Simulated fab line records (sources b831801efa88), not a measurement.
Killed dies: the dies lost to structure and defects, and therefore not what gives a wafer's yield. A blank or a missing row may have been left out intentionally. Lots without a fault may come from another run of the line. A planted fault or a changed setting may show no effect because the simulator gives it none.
The tool behind it: which one? | flow sky130 | 13 lots, 39 wafers sampled, at 6 steps of a route of 708

## WHAT THE GAUGES READ, wafer by wafer
SKY_PWDE_OVL_MEAS_07. Usual: PWDE_OVL gives -0.2 nm (standard deviation 1.5).
lot  | measured    | on         | PWDE_OVL (nm)  | flag
L431 | day 4 10:11 | overlay-02 | -0.7 -0.8 -0.4 | 
L432 | day 4 17:35 | overlay-01 | -1.3 -3.1 -2.1 | 
L434 | day 5 02:25 | overlay-02 | 0.5 2.1 0.5    | 
L435 | day 5 07:02 | overlay-02 | -2.1 -2.4 -0.9 | 
L436 | day 5 13:32 | overlay-01 | 1.9 0.9 -1.3   | 
L437 | day 5 19:20 | overlay-02 | -0.3 -1.7 -0.1 | 
L438 | day 6 03:37 | overlay-02 | 0.0 0.5 0.0    | 
L441 | day 6 15:19 | overlay-02 | -1.3 -1.2 -0.7 | 
L442 | day 6 21:32 | overlay-01 | -1.2 -0.4 -0.2 | 
L445 | day 7 13:37 | overlay-02 | 0.0 0.2 -0.8   | 
L449 | day 8 12:23 | overlay-01 | -1.0 -0.7 -1.6 | 
L450 | day 8 19:31 | overlay-01 | 1.2 -0.2 -0.4  | 
L452 | day 9 02:43 | overlay-02 | 0.8 -1.2 1.5   | 

SKY_PWDE_TW_MEAS_10. Usual: PWDE_TW gives 372.2 (standard deviation 2.3).
lot  | measured    | on           | PWDE_TW           | flag
L431 | day 4 10:29 | filmMetro-01 | 375.2 375.4 373.8 | 
L432 | day 4 17:52 | filmMetro-04 | 375.5 372.3 374.4 | 
L434 | day 5 02:43 | filmMetro-04 | 372.1 370.2 371.3 | 
L435 | day 5 07:19 | filmMetro-04 | 370.5 371.3 369.8 | 
L436 | day 5 13:50 | filmMetro-04 | 370.6 370.1 369.9 | 
L437 | day 5 19:38 | filmMetro-04 | 370.1 373.6 372.2 | 
L438 | day 6 03:55 | filmMetro-03 | 370.2 370.5 369.4 | 
L441 | day 6 15:37 | filmMetro-03 | 370.2 370.1 369.9 | 
L442 | day 6 21:49 | filmMetro-03 | 370.5 370.4 369.5 | 
L445 | day 7 13:55 | filmMetro-03 | 369.6 368.4 368.2 | 
L449 | day 8 12:40 | filmMetro-04 | 371.8 372.8 372.6 | 
L450 | day 8 19:48 | filmMetro-04 | 370.4 371.5 370.1 | 
L452 | day 9 03:00 | filmMetro-01 | 374.6 373.7 376.7 | 

SKY_NWELL_TW_MEAS_15. Usual: NWELL_TW gives 1815 (standard deviation 14).
lot  | measured     | on           | NWELL_TW                      | flag
L431 | day 5 04:32  | filmMetro-03 | 1793 1790 1789                | 
L432 | day 5 12:41  | filmMetro-01 | 1825 1822 1818                | 
L434 | day 5 21:14  | filmMetro-01 | 1818 1822 1820                | 
L435 | day 6 01:35  | filmMetro-04 | 1818 1813 1812                | 
L436 | day 6 08:59  | filmMetro-01 | 1824 1841 1828                | 
L437 | day 6 14:58  | filmMetro-03 | 1802 1807 1805                | 
L438 | day 7 00:04  | filmMetro-03 | 1799 1807 1791                | 
L441 | day 7 11:14  | filmMetro-04 | 1827 1815 1822                | 
L442 | day 7 17:56  | filmMetro-01 | 1828 1833 1832                | 
L445 | day 8 10:35  | filmMetro-01 | 1662 1655 1666 1654 1665 1663 | OFF
L449 | day 9 10:10  | filmMetro-03 | 1790 1795 1792                | 
L450 | day 9 17:45  | filmMetro-01 | 1816 1809 1816                | 
L452 | day 10 01:43 | filmMetro-04 | 1814 1821 1809                | 

SKY_VT_ADJUST_LVTN_OVL_MEAS_07. Usual: VT_ADJUST_LVTN_OVL gives 0.3 nm (standard deviation 1.5).
lot  | measured     | on         | VT_ADJUST_LVTN_OVL (nm) | flag
L431 | day 7 14:02  | overlay-02 | -0.3 -1.3 0.4           | 
L432 | day 7 23:15  | overlay-01 | -0.6 0.9 3.1            | 
L434 | day 8 08:50  | overlay-01 | 2.8 0.9 1.6             | 
L435 | day 8 14:14  | overlay-02 | 0.0 -0.2 0.1            | 
L436 | day 8 21:23  | overlay-01 | 2.5 1.1 1.4             | 
L437 | day 9 04:11  | overlay-01 | -1.8 -0.6 -1.0          | 
L438 | day 9 14:26  | overlay-02 | 0.4 -1.0 -1.0           | 
L441 | day 10 03:26 | overlay-02 | -2.0 -1.4 -2.3          | 
L442 | day 10 10:08 | overlay-02 | -0.3 -1.1 1.0           | 
L445 | day 11 05:05 | overlay-01 | 0.7 2.0 2.0             | 
L449 | day 12 08:20 | overlay-01 | 2.4 0.9 0.5             | 
L450 | day 12 15:52 | overlay-01 | -0.5 -1.1 1.2           | 
L452 | day 13 01:28 | overlay-02 | -2.7 -1.1 -2.2          | 

## WHICH TOOL RAN EACH LOT (tool, then ch and the chambers of the sampled wafers, then the start)
lot  | SKY_PWDE_STRIP_09                  | SKY_NWELL_STRIP_14
L431 | plasmaAsher-04 ch 0,1, day 4 10:24 | plasmaAsher-02 ch 0,1, day 5 04:27
L432 | plasmaAsher-01 ch 0,1, day 4 17:47 | plasmaAsher-02 ch 0,1, day 5 12:36
L434 | plasmaAsher-04 ch 0,1, day 5 02:37 | plasmaAsher-02 ch 0,1, day 5 21:08
L435 | plasmaAsher-01 ch 0,1, day 5 07:13 | plasmaAsher-03 ch 0,1, day 6 01:28
L436 | plasmaAsher-02 ch 1, day 5 13:43   | plasmaAsher-02 ch 0,1, day 6 08:52
L437 | plasmaAsher-02 ch 0,1, day 5 19:31 | plasmaAsher-01 ch 0,1, day 6 14:51
L438 | plasmaAsher-04 ch 0,1, day 6 03:48 | plasmaAsher-01 ch 0,1, day 6 23:57
L441 | plasmaAsher-01 ch 0,1, day 6 15:30 | plasmaAsher-02 ch 0,1, day 7 11:07
L442 | plasmaAsher-02 ch 0,1, day 6 21:43 | plasmaAsher-02 ch 0,1, day 7 17:49
L445 | plasmaAsher-04 ch 0,1, day 7 13:48 | plasmaAsher-01 ch 0,1, day 8 10:28
L449 | plasmaAsher-01 ch 0,1, day 8 12:34 | plasmaAsher-01 ch 0,1, day 9 10:03
L450 | plasmaAsher-02 ch 0,1, day 8 19:42 | plasmaAsher-03 ch 0,1, day 9 17:39
L452 | plasmaAsher-02 ch 0,1, day 9 02:54 | plasmaAsher-03 ch 0,1, day 10 01:37
- SKY_PWDE_STRIP_09: strips in O2/N2.
- SKY_NWELL_STRIP_14: strips in O2/N2.

## AS READ BY THE TOOLS THEMSELVES (means over the sampled wafers that have a number; for cases with no such wafer, the mark the record gives instead)
SKY_PWDE_STRIP_09. Usual: drypumpMotorCurrentA 5.68 A, standard deviation 0.23; n2FlowSccm 300.1 sccm, standard deviation 0.89; oesProductAu 0.723 a.u., standard deviation 0.0047; stripTimeToEndpointS 36.89 s, standard deviation 0.098.
lot  | tool           | drypumpMotorCurrentA (A) | n2FlowSccm (sccm) | oesProductAu (a.u.) | stripTimeToEndpointS (s) | flag
L431 | plasmaAsher-04 | 5.59                     | 299.6             | 0.724               | 36.94                    | 
L432 | plasmaAsher-01 | 5.66                     | 300.3             | 0.723               | 36.96                    | 
L434 | plasmaAsher-04 | 5.74                     | 300.4             | 0.724               | 36.92                    | 
L435 | plasmaAsher-01 | 5.67                     | 299.9             | 0.721               | 36.74                    | 
L436 | plasmaAsher-02 | 6.04                     | 300.9             | 0.725               | 36.81                    | 
L437 | plasmaAsher-02 | 5.83                     | 300.4             | 0.724               | 37.01                    | 
L438 | plasmaAsher-04 | 5.60                     | 300.5             | 0.726               | 36.90                    | 
L441 | plasmaAsher-01 | 5.68                     | 299.9             | 0.725               | 36.76                    | 
L442 | plasmaAsher-02 | 5.62                     | 300.2             | 0.728               | 36.93                    | 
L445 | plasmaAsher-04 | 5.74                     | 300.1             | 0.960               | -                        | OFF
L449 | plasmaAsher-01 | 5.66                     | 300.7             | 0.721               | 37.09                    | 
L450 | plasmaAsher-02 | 5.61                     | 299.9             | 0.723               | 36.92                    | 
L452 | plasmaAsher-02 | 5.83                     | 299.8             | 0.722               | 36.88                    | 

SKY_NWELL_STRIP_14. Usual: drypumpMotorCurrentA 5.63 A, standard deviation 0.27; n2FlowSccm 300.0 sccm, standard deviation 1.1; oesProductAu 0.722 a.u., standard deviation 0.0043; stripTimeToEndpointS 36.90 s, standard deviation 0.1.
lot  | tool           | drypumpMotorCurrentA (A) | n2FlowSccm (sccm) | oesProductAu (a.u.) | stripTimeToEndpointS (s) | flag
L431 | plasmaAsher-02 | 5.61                     | 299.4             | 0.724               | 36.83                    | 
L432 | plasmaAsher-02 | 5.62                     | 299.7             | 0.725               | 36.78                    | 
L434 | plasmaAsher-02 | 5.83                     | 300.9             | 0.723               | 36.86                    | 
L435 | plasmaAsher-03 | 5.38                     | 300.2             | 0.727               | 37.07                    | 
L436 | plasmaAsher-02 | 5.81                     | 299.8             | 0.716               | 36.87                    | 
L437 | plasmaAsher-01 | 5.62                     | 300.5             | 0.721               | 36.88                    | 
L438 | plasmaAsher-01 | 5.67                     | 300.2             | 0.728               | 36.95                    | 
L441 | plasmaAsher-02 | 5.62                     | 300.5             | 0.726               | 36.79                    | 
L442 | plasmaAsher-02 | 5.83                     | 300.4             | 0.722               | 36.86                    | 
L445 | plasmaAsher-01 | 5.66                     | 299.3             | 0.728               | 46.50                    | OFF
L449 | plasmaAsher-01 | 5.62                     | 300.2             | 0.724               | 36.95                    | 
L450 | plasmaAsher-03 | 5.38                     | 299.2             | 0.725               | 36.99                    | 
L452 | plasmaAsher-03 | 5.38                     | 299.5             | 0.721               | 36.94                    | 

## THE ANSWER, worked out from the rows above alone
Rule: take the mean of a lot's wafers that have a number; if it is more than 3 standard deviations from the usual mean, the lot is off. Also off: a lot with no number at a reading for which 4 or more lots have one. Any other lot the step has rows for is counted as sound. First the gauges in route order, then the tools' own readings, where a lot's mean is used as printed above. The first step at which some lot is off is used, and at that step the reading that is off furthest; a lot without a number counts as furthest.
Off: L445, seen at SKY_NWELL_TW_MEAS_15 (NWELL_TW).
If a tool, at a process step before that reading, ran all the lots that are off and no sound lot after the first of them, it fits. The gauges at SKY_NWELL_TW_MEAS_15 aren't tried: what is off there is off at SKY_PWDE_STRIP_09 too, on other tools, and a gauge's error can't cause that. One candidate fits, namely plasmaAsher-04 at SKY_PWDE_STRIP_09. A fault onset in the window from L438 (day 6 03:48, its last sound lot) to L445 (day 7 13:48, its first lot off) fits.
The tool's own readings at SKY_PWDE_STRIP_09 bear it out: on the lots that are off they differ by more than 5 times the standard deviation of the sound lots' means. oesProductAu reads 0.960 a.u. there against 0.724 a.u. on the sound lots.
Blank at SKY_PWDE_STRIP_09 on the lots that are off, where sound lots have numbers: stripTimeToEndpointS.

## WHAT HAD BEEN PUT IN BY THE SIMULATOR
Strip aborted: plasmaAsher-04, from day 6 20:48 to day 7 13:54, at SKY_PWDE_STRIP_09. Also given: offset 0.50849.
Struck lots among those shown: L445. The rule above reached the same finding.
